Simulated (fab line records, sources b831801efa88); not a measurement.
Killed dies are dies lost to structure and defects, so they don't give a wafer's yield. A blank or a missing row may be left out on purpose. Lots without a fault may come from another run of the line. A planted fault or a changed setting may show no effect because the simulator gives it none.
A struck lot beside a sound one | flow sky130 | 35 steps out of a route of 708
Sound: wafers L530.2, L530.3, L530.4. Struck: wafers L543.1, L543.5. (L543.2 of the same lot was not struck and is left out.) The cause comes at the end.
At each step with rows: each side's tool, then ch and its chambers, then its first start. Under that, the readings that differ: sound wafers | struck wafers | difference of the means | sigmas: that difference in standard deviations of wafers without a fault.
alike: readings whose means differ by less than 2 such deviations, and words and numbers that are the same on both sides. not compared: withheld readings, readings that some wafer has no value for, bounds like >300 that may hide the same value, and numbers for which the record gives no deviation and whose values overlap.
The two part at a step that has a row with sigmas, a row that says differs or no value, or rows on one side only. Numbers that don't overlap but have no deviation are shown without sigmas and don't part them. A reading that every wafer of one side lacks parts them only if that side has two wafers or more.

SKY_SD_P_CD_MEAS_07: target cd 380 nm.
  sound on cd_sem-02, day 25 22:45; struck on cd_sem-02, day 30 16:52
  alike: cd_nm
SKY_SD_P_OVL_MEAS_08:
  sound on overlay-02, day 25 22:51; struck on overlay-01, day 30 16:59
  alike: SD_P_OVL
then, 1 step without rows for these wafers: SKY_SD_P_IMPLANT_09.
SKY_SD_P_STRIP_10: strips in O2/N2.
  sound on plasma_asher-04 ch 0,1, day 25 23:11; struck on plasma_asher-02 ch 0,1, day 30 17:10
  alike: drypump_motor_current_A, oes_product_au, strip_time_to_endpoint_s
  not compared: rf_hours_counter_h
SKY_SD_P_TW_MEAS_11:
  sound on film_metro-04, day 25 23:21; struck on film_metro-01, day 30 17:16
  reading | sound          | struck    | difference | sigmas
  SD_P_TW | 2837 2824 2841 | 2779 2772 | -58        | -2
then, 7 steps without rows for these wafers: SKY_RES_XHIGH_DEHYDRATE_00 (time 60 s); SKY_RES_XHIGH_HMDS_01 (prime time 60 s); SKY_RES_XHIGH_COAT_02 (resist thk 1140 nm); SKY_RES_XHIGH_SOFTBAKE_03 (time 60 s); SKY_RES_XHIGH_EXPOSE_04 (exposes mask URPM, target cd 1270 nm); SKY_RES_XHIGH_PEB_05; SKY_RES_XHIGH_DEVELOP_06 (develop time 60 s).
SKY_RES_XHIGH_IMPLANT_07:
  sound on implanter-02 ch 0, day 27 04:23; struck on implanter-02 ch 0, day 31 19:48
  alike: tilt_deg
SKY_RES_XHIGH_STRIP_08: strips in O2/N2.
  sound on plasma_asher-03 ch 0,1, day 27 04:31; struck on plasma_asher-01 ch 0,1, day 31 19:57
  reading                      | sound             | struck      | difference | sigmas
  oes_product_au (a.u.)        | 0.707 0.708 0.714 | 0.712 0.725 | +0.009     | +2
  strip_time_to_endpoint_s (s) | 14.34 14.33 14.31 | 14.24 14.24 | -0.09      | -2
  alike: drypump_motor_current_A
  not compared: rf_hours_counter_h
SKY_RES_XHIGH_TW_MEAS_09:
  sound on film_metro-02, day 27 04:38; struck on film_metro-01, day 31 20:03
  reading      | sound          | struck    | difference | sigmas
  RES_XHIGH_TW | 1627 1636 1633 | 1586 1584 | -47        | -2
then, 7 steps without rows for these wafers: SKY_SD_N_DEHYDRATE_00 (time 60 s); SKY_SD_N_HMDS_01 (prime time 60 s); SKY_SD_N_COAT_02 (resist thk 1140 nm); SKY_SD_N_SOFTBAKE_03 (time 60 s); SKY_SD_N_EXPOSE_04 (exposes mask NSDM, target cd 380 nm); SKY_SD_N_PEB_05; SKY_SD_N_DEVELOP_06 (develop time 60 s).
SKY_SD_N_CD_MEAS_07: target cd 380 nm.
  sound on cd_sem-02, day 28 09:34; struck on cd_sem-01, day 32 23:59
  alike: cd_nm
SKY_SD_N_OVL_MEAS_08:
  sound on overlay-02, day 28 09:40; struck on overlay-02, day 33 00:07
  alike: SD_N_OVL
then, 2 steps without rows for these wafers: SKY_SD_N_IMPLANT_09; SKY_SD_N_IMPLANT_10.
SKY_SD_N_STRIP_11: strips in O2/N2.
  sound on plasma_asher-01 ch 0,1, day 28 10:00; struck on plasma_asher-04 ch 0, day 33 00:27
  alike: drypump_motor_current_A, oes_product_au, strip_time_to_endpoint_s
  not compared: rf_hours_counter_h
SKY_SD_N_TW_MEAS_12:
  sound on film_metro-01, day 28 10:07; struck on film_metro-04, day 33 00:33
  alike: SD_N_TW
then, 1 step without rows for these wafers: SKY_SD_N_CLEAN_13 (cleans in SC1/SC2, time 150 s).
SKY_SD_N_RTA_14: time 2 s.
  sound on rtp_anneal-01 ch 0, day 28 10:13; struck on rtp_anneal-02 ch 0, day 33 00:40
  alike: chamber_o2_ppm, lamp_power_pct, wafer_temp_C_max
SKY_SD_N_RS_MEAS_16: measures by four-point-probe.
  sound on film_metro-01, day 28 10:24; struck on film_metro-01, day 33 00:50
  alike: SD_N_RS
SKY_SD_N_RS_MEAS_17: measures by four-point-probe.
  sound on film_metro-01, day 28 10:31; struck on film_metro-01, day 33 00:57
  alike: SD_P_RS
SKY_SD_N_RS_MEAS_18: measures by four-point-probe.
  sound on film_metro-01, day 28 10:38; struck on film_metro-01, day 33 01:04
  reading               | sound             | struck      | difference | sigmas
  RES_XHIGH_RS (ohm/sq) | 334.5 334.3 334.6 | 340.9 339.5 | +5.7       | +5
then, 1 step without rows for these wafers: SKY_SALICIDE_CLEAN_00 (cleans in HF-last, time 30 s).
-- the record jumps here: 17 days lie between the struck wafers' starts before and after (it left off in module SALICIDE and takes up again in module PAD_OPEN, whose first step shown is number 708 of the route) --
SKY_PAD_OPEN_PROBE_99:
  sound on prober-02, day 46 06:57; struck on prober-02, day 49 13:38
  reading                                  | sound             | struck      | difference | sigmas
  model.etest.res_xhigh_po.rs_ohm_sq_range | 57.13 35.96 44.11 | 433.8 396.4 | +369.4     |
  alike: killed_at_M0_to_M3, killed_at_M4_up, killed_at_contacts, killed_at_front_end, killed_at_other, killed_dies, killed_open, killed_short

WHERE THEY PART
First at SKY_SD_P_TW_MEAS_11; last, within this record, at SKY_SD_N_RS_MEAS_18. Later steps at which nothing parts them and some readings are alike: SKY_PAD_OPEN_PROBE_99.

WHY: what the simulator had put in
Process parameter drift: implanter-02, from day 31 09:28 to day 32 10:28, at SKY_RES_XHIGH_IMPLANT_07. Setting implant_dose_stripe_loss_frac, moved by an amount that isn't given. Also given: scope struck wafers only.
